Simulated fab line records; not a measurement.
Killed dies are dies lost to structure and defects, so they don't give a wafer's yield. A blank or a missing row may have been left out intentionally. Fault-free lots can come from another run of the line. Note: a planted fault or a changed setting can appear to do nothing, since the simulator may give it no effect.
A struck lot beside a sound one || flow sky130 || 16 steps out of a route of 708
Sound: wafers L946.2, L946.3, L946.4. Wafers struck: L952.1, L952.3, L952.4. The cause comes at the end.
At each step with rows: each side's tool, then ch and its chambers, then its first start. Under that, the readings that differ: sound wafers || struck wafers || difference of the means || sigmas: that difference in standard deviations of wafers without a fault.
alike: same words and numbers on both sides, and readings whose means sit less than 2 such deviations apart. not compared: any withheld reading, any reading some wafer has no value for, any bound like >300 that may hide the same value, and any number with overlapping values for which the record gives no deviation.
A row with sigmas, a row that says differs or no value, or rows on one side alone: a step with any of these is where the two part. When numbers do not overlap yet have no deviation, they are printed without sigmas and do not part them. A reading that every wafer of one side lacks parts them only if that side has two wafers or more.

first, 8 steps without rows for these wafers: SKY_METAL1_DEHYDRATE_07 (time 60 s); SKY_METAL1_HMDS_08 (prime time 60 s); SKY_METAL1_COAT_09 (resist thk 60 nm); SKY_METAL1_COAT_10 (resist thk 450 nm); SKY_METAL1_SOFTBAKE_11 (time 90 s); SKY_METAL1_EXPOSE_12 (exposes mask MM1, target cd 140 nm); SKY_METAL1_PEB_13; SKY_METAL1_DEVELOP_14 (develop time 60 s).
SKY_METAL1_CD_MEAS_15: the cd target is 140 nm.
  sound on cd sem-01 at day 36 20:02; struck on cd sem-02 at day 38 17:08
{"reading": "cd nm (nm)", "sound": "141.6 142.0 140.2", "struck": "138.1 138.9 136.2", "difference": -3.5, "sigmas": -2}
SKY_METAL1_OVL_MEAS_16:
  sound on overlay-01 at day 36 20:08; struck on overlay-02 at day 38 17:16
  alike: METAL1_OVL
SKY_METAL1_DESCUM_17: chemistry O2, time 8 s.
  sound on rie metal-04 ch 0,1, day 36 20:10; struck on rie metal-04 ch 0,1, day 38 17:17
  alike: drypump motor current A, oes product au
  not compared: rf hours counter h
SKY_METAL1_ETCH_18: etches BARC in N2/H2, stops on SiO2, time 45.9 s, target depth 60 nm.
  sound on rie metal-04 ch 0,1, day 36 20:13; struck on rie metal-04 ch 0,1, day 38 17:20
  alike: drypump motor current A, oes product au, throttle valve pct
  not compared: rf hours counter h
SKY_METAL1_METAL_ETCH_19: etches the open film in Cl2/BCl3, stops on SiO2, target depth 360 nm, time 78 s.
  sound on rie metal-04 ch 0,1, day 36 20:17; struck on rie metal-04 ch 0,1, day 38 17:23
{"reading": "oes product au (a.u.)", "sound": "0.859 0.845 0.862", "struck": "0.784 0.776 0.780", "difference": -0.075, "sigmas": -12}
{"reading": "over etch frac", "sound": "0.3 0.3 0.3", "struck": "0.50711 0.50711 0.50711", "difference": "+0.20711", "sigmas": ""}
{"reading": "model.KrF-thick_of_METAL1_COAT_10.thk nm (nm)", "sound": "157.4 165.8 158.9", "struck": "130.1 126.5 122", "difference": -34.5, "sigmas": ""}
{"reading": "model.METAL1.cd nm (nm)", "sound": "138.7 139.5 138.6", "struck": "133.5 134.5 133.8", "difference": -5.0, "sigmas": ""}
  alike: drypump motor current A, throttle valve pct
  not compared: rf hours counter h
SKY_METAL1_STRIP_20: strips in O2/N2.
  sound on plasma asher-03 ch 0,1, day 36 20:25; struck on plasma asher-04 ch 0,1, day 38 17:29
{"reading": "oes product au (a.u.)", "sound": "0.347 0.347 0.346", "struck": "0.332 0.325 0.325", "difference": -0.019, "sigmas": -4}
{"reading": "strip time to endpoint s (s)", "sound": "2.68 2.78 2.71", "struck": "2.38 2.34 2.29", "difference": -0.39, "sigmas": -8}
  alike: drypump motor current A
  not compared: rf hours counter h
then, 1 step without rows for these wafers: SKY_METAL1_STRIP_21 (strips in post etch residue remover, time 1200 s).
-- the record jumps here: 12 days lie between the struck wafers' starts before and after (it left off in module METAL1 and takes up again in module PAD_OPEN, whose first step shown is number 708 of the route) --
SKY_PAD_OPEN_PROBE_99:
  sound on prober-02 at day 48 21:28; struck on prober-02 at day 50 06:01
{"reading": "model.etest.met1.width nm (nm)", "sound": "137.8 140.3 137.1", "struck": "132.7 136.2 136.3", "difference": -3.3, "sigmas": ""}
{"reading": "model.etest.met1.line ohm um", "sound": "0.921 0.914 0.9226", "struck": "0.9953 0.955 0.9461", "difference": "+0.0463", "sigmas": ""}
  alike: defect limited yield, killed_at_M0_to_M3, killed_at_M4_up, killed at contacts, killed at front end, killed at other, killed dies, killed open, killed short, sort_bin_3_pad_short, sort_bin_5_function, sort_bin_6_memory, sort n pass, sort yield pct

## WHERE THEY PART
First at SKY_METAL1_CD_MEAS_15; last, within this record, at SKY_METAL1_STRIP_20. Later steps at which nothing parts them and some readings are alike: SKY_PAD_OPEN_PROBE_99.

WHY: what the simulator had put in
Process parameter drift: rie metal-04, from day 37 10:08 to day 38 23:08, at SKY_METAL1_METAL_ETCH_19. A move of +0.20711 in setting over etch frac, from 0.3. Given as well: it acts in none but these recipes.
